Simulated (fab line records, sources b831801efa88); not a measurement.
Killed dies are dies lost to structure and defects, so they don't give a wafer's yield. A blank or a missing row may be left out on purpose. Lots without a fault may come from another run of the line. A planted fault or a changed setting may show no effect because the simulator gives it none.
Which tool did it? | flow gf180mcu | 11 lots, 33 wafers sampled, at 6 steps of a route of 602

WHAT THE GAUGES READ, wafer by wafer
GF_V2_THK_MEAS_03. Usual: V2_CVD_02_THK 850 nm, standard deviation 10.
lot  | measured     | on            | V2_CVD_02_THK (nm) | flag
L640 | day 19 23:45 | film_metro-02 | 852 869 868        |
L641 | day 20 11:01 | film_metro-03 | 857 864 858        |
L645 | day 22 04:29 | film_metro-03 | 836 840 860        |
L646 | day 22 07:19 | film_metro-03 | 850 862 844        |
L648 | day 22 21:23 | film_metro-02 | 860 852 858        |
L649 | day 23 10:28 | film_metro-03 | 850 867 861        |
L653 | day 24 20:56 | film_metro-02 | 843 842 832        |
L654 | day 25 01:20 | film_metro-02 | 845 851 852        |
L655 | day 25 09:23 | film_metro-04 | 836 861 860        |
L660 | day 26 23:25 | film_metro-03 | 842 855 858        |
L661 | day 27 08:40 | film_metro-02 | 829 842 842        |

GF_M4_RS_MEAS_05: measures by four-point-probe. Usual: M4_ALCU_RS 0.0697 ohm/sq, standard deviation 0.00079.
lot  | measured     | on            | M4_ALCU_RS (ohm/sq)  | flag
L640 | day 23 03:58 | film_metro-02 | 0.0698 0.0689 0.0686 |
L641 | day 23 15:28 | film_metro-01 | 0.0686 0.0698 0.0698 |
L645 | day 25 05:59 | film_metro-01 | 0.0702 0.0703 0.0709 |
L646 | day 25 09:07 | film_metro-01 | 0.0690 0.0690 0.0688 |
L648 | day 25 22:13 | film_metro-01 | 0.0703 0.0710 0.0703 |
L649 | day 26 09:43 | film_metro-02 | 0.0689 0.0700 0.0693 |
L653 | day 27 16:37 | film_metro-02 | 7.1848 7.2155 7.2357 | OFF
L654 | day 27 21:34 | film_metro-02 | 7.2676 7.2696 7.2664 | OFF
L655 | day 28 05:22 | film_metro-01 | 0.0704 0.0707 0.0688 |
L660 | day 29 16:30 | film_metro-04 | 0.0706 0.0698 0.0701 |
L661 | day 29 23:40 | film_metro-04 | 0.0700 0.0711 0.0699 |

GF_M4_THK_MEAS_06: measures by xrf. Usual: M4_ALCU_THK 441 nm, standard deviation 5.2.
lot  | measured     | on            | M4_ALCU_THK (nm) | flag
L640 | day 23 04:05 | film_metro-02 | 440 444 445      |
L641 | day 23 15:34 | film_metro-01 | 450 442 443      |
L645 | day 25 06:06 | film_metro-01 | 438 438 436      |
L646 | day 25 09:13 | film_metro-01 | 445 446 448      |
L648 | day 25 22:19 | film_metro-01 | 440 434 440      |
L649 | day 26 09:49 | film_metro-02 | 441 432 439      |
L653 | day 27 16:44 | film_metro-02 | <0 <0 <0         | OFF
L654 | day 27 21:40 | film_metro-02 | <0 <0 <0         | OFF
L655 | day 28 05:28 | film_metro-01 | 438 439 449      |
L660 | day 29 16:37 | film_metro-04 | 435 438 438      |
L661 | day 29 23:47 | film_metro-04 | 436 429 438      |

GF_V4_THK_MEAS_01. Usual: V4_CVD_00_THK 601 nm, standard deviation 5.9.
lot  | measured     | on            | V4_CVD_00_THK (nm) | flag
L640 | day 24 04:16 | film_metro-03 | 595 601 600        |
L641 | day 24 14:51 | film_metro-03 | 602 607 600        |
L645 | day 26 04:07 | film_metro-02 | 599 595 595        |
L646 | day 26 07:59 | film_metro-04 | 598 604 600        |
L648 | day 26 20:13 | film_metro-02 | 609 604 608        |
L649 | day 27 07:16 | film_metro-02 | 597 601 600        |
L655 | day 29 01:30 | film_metro-02 | 594 608 603        |
L660 | day 30 11:42 | film_metro-04 | 610 602 607        |
L661 | day 30 18:34 | film_metro-04 | 603 606 596        |

WHICH TOOL RAN EACH LOT (tool, then ch and the chambers of the sampled wafers, then the start)
lot  | GF_V2_SPUTTER_21             | GF_M4_SPUTTER_02
L640 | pvd_sputter-02, day 21 00:59 | pvd_sputter-04, day 23 03:52
L641 | pvd_sputter-02, day 21 12:11 | pvd_sputter-02, day 23 15:19
L645 | pvd_sputter-01, day 23 05:04 | pvd_sputter-02, day 25 05:53
L646 | pvd_sputter-04, day 23 08:11 | pvd_sputter-04, day 25 08:59
L648 | pvd_sputter-01, day 23 21:46 | pvd_sputter-04, day 25 22:05
L649 | pvd_sputter-02, day 24 10:29 | pvd_sputter-03, day 26 09:34
L653 | pvd_sputter-01, day 25 19:40 | pvd_sputter-02, day 27 16:31
L654 | pvd_sputter-04, day 26 00:13 | pvd_sputter-04, day 27 21:26
L655 | pvd_sputter-02, day 26 08:11 | pvd_sputter-02, day 28 05:14
L660 | pvd_sputter-01, day 27 21:05 | pvd_sputter-02, day 29 16:25
L661 | pvd_sputter-04, day 28 05:49 | pvd_sputter-03, day 29 23:35
- GF_V2_SPUTTER_21: material Ti, target thk 15 nm, time 80.02 s.
- GF_M4_SPUTTER_02: material AlCu, target thk 450 nm, time 23.9 s.

WHAT THE TOOLS THEMSELVES READ (means of the sampled wafers that have a number; where no wafer has one, the mark that the record gives instead)
GF_V2_SPUTTER_21. Usual: cathode_dc_power_W 2500.0 W, standard deviation 0.46; chamber_pressure_pa 4.999 Pa, standard deviation 0.0095; throttle_valve_pct 30.3 %, standard deviation 1.
lot  | tool           | cathode_dc_power_W (W) | chamber_pressure_pa (Pa) | throttle_valve_pct (%) | flag
L640 | pvd_sputter-02 | 2499.7                 | 5.003                    | 30.5                   |
L641 | pvd_sputter-02 | 2499.5                 | 4.999                    | 30.4                   |
L645 | pvd_sputter-01 | 2500.4                 | 4.991                    | 29.5                   |
L646 | pvd_sputter-04 | 2499.8                 | 5.002                    | 30.6                   |
L648 | pvd_sputter-01 | 2500.3                 | 4.995                    | 30.1                   |
L649 | pvd_sputter-02 | 2499.5                 | 5.006                    | 31.2                   |
L653 | pvd_sputter-01 | 2500.0                 | 5.001                    | 29.5                   |
L654 | pvd_sputter-04 | 2500.1                 | 5.010                    | 30.7                   |
L655 | pvd_sputter-02 | 2499.8                 | 5.002                    | 30.5                   |
L660 | pvd_sputter-01 | 2500.1                 | 4.996                    | 31.0                   |
L661 | pvd_sputter-04 | 2500.4                 | 4.990                    | 30.0                   |

GF_M4_SPUTTER_02. Usual: cathode_dc_power_W 10600 W, standard deviation 1.8; chamber_pressure_pa 0.4001 Pa, standard deviation 0.00079; throttle_valve_pct 30.5 %, standard deviation 0.82.
lot  | tool           | cathode_dc_power_W (W) | chamber_pressure_pa (Pa) | throttle_valve_pct (%) | flag
L640 | pvd_sputter-04 | 10599                  | 0.4000                   | 30.4                   |
L641 | pvd_sputter-02 | 10600                  | 0.4009                   | 30.5                   |
L645 | pvd_sputter-02 | 10599                  | 0.4003                   | 30.6                   |
L646 | pvd_sputter-04 | 10600                  | 0.4002                   | 30.6                   |
L648 | pvd_sputter-04 | 10599                  | 0.4005                   | 30.2                   |
L649 | pvd_sputter-03 | 10600                  | 0.4000                   | 30.4                   |
L653 | pvd_sputter-02 | -                      | -                        | -                      | OFF
L654 | pvd_sputter-04 | -                      | -                        | -                      | OFF
L655 | pvd_sputter-02 | 10599                  | 0.4004                   | 31.0                   |
L660 | pvd_sputter-02 | 10601                  | 0.4000                   | 30.7                   |
L661 | pvd_sputter-03 | 10599                  | 0.4001                   | 30.5                   |

THE ANSWER, worked out from the rows above alone
Rule: a lot is off if the mean of its wafers that have a number lies more than 3 standard deviations from the usual mean. A lot without any number at a reading at which 4 lots or more have one is off too. The other lots that the step has rows for count as sound. The gauges are gone through in route order, then the tools' own readings, and for those a lot's mean is taken as printed above. The first step at which some lot is off is used, and at that step the reading that is off furthest; a lot without a number counts as furthest.
Off: L653, L654, at GF_M4_RS_MEAS_05 (M4_ALCU_RS).
A tool fits if, at a process step before that reading, it ran every lot that is off, and no sound lot after the first of them. The gauges at GF_M4_RS_MEAS_05 aren't tried: what is off there is off at GF_M4_SPUTTER_02 too, on other tools, and a gauge's error can't cause that. None of those tried fits.

WHAT THE SIMULATOR HAD PUT IN
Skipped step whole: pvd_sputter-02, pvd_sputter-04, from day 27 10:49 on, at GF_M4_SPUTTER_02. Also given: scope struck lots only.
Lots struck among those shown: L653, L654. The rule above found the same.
